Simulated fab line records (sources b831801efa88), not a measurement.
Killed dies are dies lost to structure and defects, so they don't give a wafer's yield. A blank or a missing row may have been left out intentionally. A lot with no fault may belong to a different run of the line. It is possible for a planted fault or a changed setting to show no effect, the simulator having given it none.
Split-lot trial | flow gf180mcu | 23 wafers read from 5 lots, route of 602 steps

== ABOUT THE SPLIT ==
At GF_VT_IMPLANT_COAT_02 (resist thk 1000 nm), the setting resist thk nm was moved away from the recipe's 1000 nm on 10 of the 23 wafers read, by -3.6% to +3.4%. All remaining wafers had this setting at the recipe value.

The split's own step is where the reading is taken.

== THE READING ==
NOVOLAK_of_VT_IMPLANT_COAT_02.thk nm (the simulator's own value, which no gauge read), in nm, at GF_VT_IMPLANT_COAT_02 (resist thk 1000 nm). The file gives no usual value for it. Across the 13 wafers here that went through the recipe, the average is 1001.0 nm and the standard deviation 2.8 nm.

wafer  | tool, chamber at the split | resist thk nm as run, nm | against the recipe | NOVOLAK_of_VT_IMPLANT_COAT_02.thk nm, nm | against lot-mates on the recipe
L075.1 | litho track-02, 0          | 1034                     | +3.4%              | 1035                                     | +31.5
L075.2 | litho track-02, 0          | 1000                     | recipe             | 1004                                     | -
L075.4 | litho track-02, 0          | 1034                     | +3.4%              | 1037                                     | +33.5
L075.6 | litho track-02, 0          | 1034                     | +3.4%              | 1037                                     | +33.5
L075.5 | litho track-02, 0          | 1000                     | recipe             | 1003                                     | -
L082.1 | litho track-02, 0          | 963.6                    | -3.6%              | 964.5                                    | -35.8
L082.2 | litho track-02, 0          | 963.6                    | -3.6%              | 966.4                                    | -33.9
L082.3 | litho track-02, 0          | 1000                     | recipe             | 1003                                     | -
L082.4 | litho track-02, 0          | 1000                     | recipe             | 997.6                                    | -
L082.5 | litho track-02, 0          | 963.6                    | -3.6%              | 963.7                                    | -36.6
L083.2 | litho track-02, 0          | 1000                     | recipe             | 999                                      | -
L083.3 | litho track-02, 0          | 1000                     | recipe             | 997.2                                    | -
L083.4 | litho track-02, 0          | 1000                     | recipe             | 1000                                     | -
L084.1 | litho track-02, 0          | 1000                     | recipe             | 1002                                     | -
L084.2 | litho track-02, 0          | 1016                     | +1.6%              | 1016                                     | +16.4
L084.3 | litho track-02, 0          | 1000                     | recipe             | 1000                                     | -
L084.4 | litho track-02, 0          | 1000                     | recipe             | 996.7                                    | -
L084.5 | litho track-02, 0          | 1016                     | +1.6%              | 1014                                     | +14.4
L085.1 | litho track-03, 0          | 1000                     | recipe             | 1005                                     | -
L085.6 | litho track-03, 0          | 1000                     | recipe             | 1005                                     | -
L085.2 | litho track-03, 0          | 1000                     | recipe             | 1001                                     | -
L085.3 | litho track-03, 0          | 968.2                    | -3.2%              | 973.2                                    | -30.5
L085.4 | litho track-03, 0          | 968.2                    | -3.2%              | 971.9                                    | -31.8

FIT RESULTS
A straight line over all 23 wafers: NOVOLAK_of_VT_IMPLANT_COAT_02.thk nm changes by +9.84 nm for each +1% of resist thk nm; r = +0.99; the points scatter about the line by 2.6 nm.
The same after taking each lot's own level away (the mean of its wafers on the recipe; 23 wafers): +9.71 nm for each +1%; r = +1.00; scatter 1.6 nm.
On that fit, the largest move of resist thk nm shifts the reading by 35 nm.
The span of the lots' own levels, 998.73 to 1003.67 nm, comes to 1.8 times the standard deviation stated above.
Consequently the slope shifts little with the lot-to-lot level, the two slopes agreeing.
Check: -35.3 nm against its lot-mates is what the line predicts for one of the wafers moved furthest among these (-3.6%) when that wafer is left out of the fit. Against them it came out at -35.8 nm.

== FURTHER SPLITS ON THESE WAFERS ==
Before the reading, these wafers also passed through other splits. Each is held against what the fit with the lots' levels taken away leaves over:
other split on the same wafers     | wafers away from the commonest value | r with NOVOLAK_of_VT_IMPLANT_COAT_02.thk nm (lot level and that fit taken away)
GF_DNWELL_STRIP_08 platen temp c   | 7                                    | +0.38
GF_NWELL_IMPLANT_08 dose cm2       | 9                                    | -0.26
GF_LVPWELL_SOFTBAKE_03 temp c      | 10                                   | +0.09
GF_LVPWELL_STRIP_10 pressure mtorr | 15                                   | +0.00
GF_MVPSD_IMPLANT_09 dose cm2       | 9                                    | -0.19

== THE WHOLE CHAIN: every reading that the file lists as answering this split, in the file's order ==
step                   | what it does       | reading                                                                               | change (the file's fit)              | r (the file's)
GF_VT_IMPLANT_COAT_02  | resist thk 1000 nm | NOVOLAK_of_VT_IMPLANT_COAT_02.thk nm (the simulator's own value, which no gauge read) | +9.74 nm for each +1% of the setting | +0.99
GF_VT_IMPLANT_STRIP_09 | strips in O2/N2    | strip time to endpoint s                                                              | withheld for each +1% of the setting | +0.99

== THE FILE'S OWN FIT ==
NOVOLAK_of_VT_IMPLANT_COAT_02.thk nm changes by +9.74 nm for each +1% of resist thk nm, r = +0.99.
